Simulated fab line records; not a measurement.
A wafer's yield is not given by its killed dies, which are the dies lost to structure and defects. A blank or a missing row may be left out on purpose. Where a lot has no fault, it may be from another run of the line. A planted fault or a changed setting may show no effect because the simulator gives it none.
Chamber matching -- flow gf180mcu -- 4 sister chambers for GF_V4_ETCH_16 on rie-diel-02
The step etches BARC in N2/H2. 4 wafers are shown with their chamber, then 6 later ones without.

== WAFERS, EACH WITH ITS CHAMBER ==
wafer,chamber,drypump-motor-current-A (A)
L855.1,0,4.7
L855.3,1,5.0
L856.2,3,5.1
L856.3,2,5.3

== WAFERS WITHOUT THEIR CHAMBER ==
wafer,drypump-motor-current-A (A)
L856.4,4.7
L862.1,4.8
L862.5,5.3
L868.3,5.3
L868.4,5.1
L868.5,5.0

== CHAMBER TAKEN BY EACH ==
wafer,from the rows above,in truth
L856.4,0,0
L862.1,0,0
L862.5,2,2
L868.3,2,2
L868.4,3,3
L868.5,1,1
Correctly placed: 6 of 6. Not placeable from these rows: 0. Wrongly placed: 0.
How it was worked out, from the rows above alone: a wafer's distance from a chamber is the root of the sum, over the readings, of the square of ((its reading less the chamber's mean) divided by the reading's scatter). If the next closest chamber is less than 2 further off than the closest, the wafer can't be placed; otherwise it belongs to the closest. A chamber's mean is the mean of its shown wafers. The scatter (one wafer shown for each chamber): square how far every hidden wafer sits from the nearest shown wafer, average those squares and take the square root.
